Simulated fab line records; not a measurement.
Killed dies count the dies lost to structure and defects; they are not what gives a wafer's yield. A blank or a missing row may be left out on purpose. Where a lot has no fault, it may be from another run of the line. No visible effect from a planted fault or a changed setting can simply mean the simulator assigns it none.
Which tool was responsible?    flow gf180mcu    13 lots, 39 wafers sampled, at 3 steps of a route of 602

== WHAT EACH GAUGE READ, for each wafer ==
GF_HV_LDD_OVL_MEAS_47.
lot   measured      on          HV_LDD_03_OVL (nm)
L598  day 12 13:25  overlay-02  0.5 1.4 1.2
L600  day 13 06:53  overlay-01  -0.3 -1.7 -2.4
L601  day 13 14:41  overlay-01  0.6 -2.0 -1.6
L602  day 14 00:49  overlay-01  -1.4 0.6 0.6
L604  day 14 19:17  overlay-01  -1.8 -2.2 -1.2
L606  day 15 04:55  overlay-02  -1.6 -0.9 0.1
L609  day 16 16:07  overlay-01  -106.3 -107.2 -105.5
L610  day 16 23:59  overlay-01  -110.1 -109.5 -110.7
L611  day 17 07:10  overlay-02  -109.2 -108.3 -109.4
L612  day 17 20:32  overlay-01  -110.1 -109.8 -109.8
L618  day 19 10:44  overlay-02  1.3 -0.8 0.2
L619  day 19 17:01  overlay-02  1.2 0.0 1.9
L620  day 20 03:07  overlay-02  -1.3 -2.4 -1.5

GF_PSD_CD_MEAS_07: the cd target is 400 nm.
lot   measured      on         cd nm (nm)
L598  day 14 10:22  cd sem-02  403.3 399.8 402.4
L600  day 15 03:40  cd sem-01  394.7 395.3 394.6
L601  day 15 11:08  cd sem-02  399.6 398.7 399.6
L602  day 15 22:37  cd sem-01  400.4 398.6 398.4
L604  day 16 17:59  cd sem-01  397.6 399.8 400.8
L606  day 17 04:23  cd sem-02  402.3 401.0 402.3
L609  day 18 18:28  cd sem-02  402.5 403.6 404.3
L610  day 19 02:17  cd sem-02  401.3 400.8 400.9
L611  day 19 10:19  cd sem-02  399.0 401.0 400.7
L612  day 19 23:48  cd sem-01  398.2 397.6 400.0
L618  day 21 14:29  cd sem-01  399.2 401.1 401.6
L619  day 21 20:00  cd sem-01  400.4 398.9 400.4
L620  day 22 06:06  cd sem-01  400.6 400.2 401.7

== WHAT TOOL EACH LOT RAN ON (gives the tool, then ch and the chambers of the sampled wafers, and finally the start) ==
lot   GF_HV_LDD_EXPOSE_43
L598  iline stepper-02 ch 0, day 12 04:18
L600  iline stepper-02 ch 0, day 12 21:23
L601  iline stepper-02 ch 0, day 13 05:32
L602  iline stepper-02 ch 0, day 13 14:05
L604  iline stepper-02 ch 0, day 14 08:34
L606  iline stepper-01 ch 0, day 14 18:43
L609  iline stepper-02 ch 0, day 16 04:51
L610  iline stepper-02 ch 0, day 16 12:20
L611  iline stepper-02 ch 0, day 16 20:16
L612  iline stepper-02 ch 0, day 17 09:00
L618  iline stepper-01 ch 0, day 18 22:55
L619  iline stepper-01 ch 0, day 19 04:45
L620  iline stepper-01 ch 0, day 19 14:56
- GF_HV_LDD_EXPOSE_43: exposes mask Pplus HV AREA, target cd 400 nm.

== WHAT THE TOOLS THEMSELVES READ (means of the sampled wafers that have a number; where no wafer has one, the mark that the record gives instead) ==
The record holds no such reading with a usual standard deviation.

== THE ANSWER, worked out from the rows above alone ==
Rule: the usual values come from the lots themselves. Put in order of their means at a reading, lots are off if they are a third of the lots or fewer, leave a main group of 4 or more, and stand apart from it by a gap of 3 or more times the standard deviation of the main group's means; of several such gaps the widest counts. The tables above print the reading to a certain number of digits; a main group whose means all agree to those digits is not used. A lot without any number at a reading at which 4 lots or more have one is off too. The other lots that the step has rows for count as sound. After the gauges, taken in route order, come the tools' own readings; for these a lot's mean is taken, as printed above. At the first step where some lot is off, the reading lying furthest off is the one used; lots without a number count as furthest.
Off: L609, L610, L611, L612, at GF_HV_LDD_OVL_MEAS_47 (HV_LDD_03_OVL). The main group: mean -0.5 nm, standard deviation 1.
A tool fits if, at a process step before that reading, it ran every lot that is off, and no sound lot after the first of them. The gauges at GF_HV_LDD_OVL_MEAS_47 are tried like those tools. One fits: iline stepper-02 at GF_HV_LDD_EXPOSE_43. A fault onset in the window from L604 (day 14 08:34, its last sound lot) to L609 (day 16 04:51, its first lot off) fits.

== WHAT HAD BEEN PUT IN BY THE SIMULATOR ==
Scanner matching overlay: iline stepper-02, from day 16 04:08 on, at GF_HV_LDD_EXPOSE_43. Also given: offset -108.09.
Struck lots among those shown: L609, L610, L611, L612. The rule given above showed the same thing.
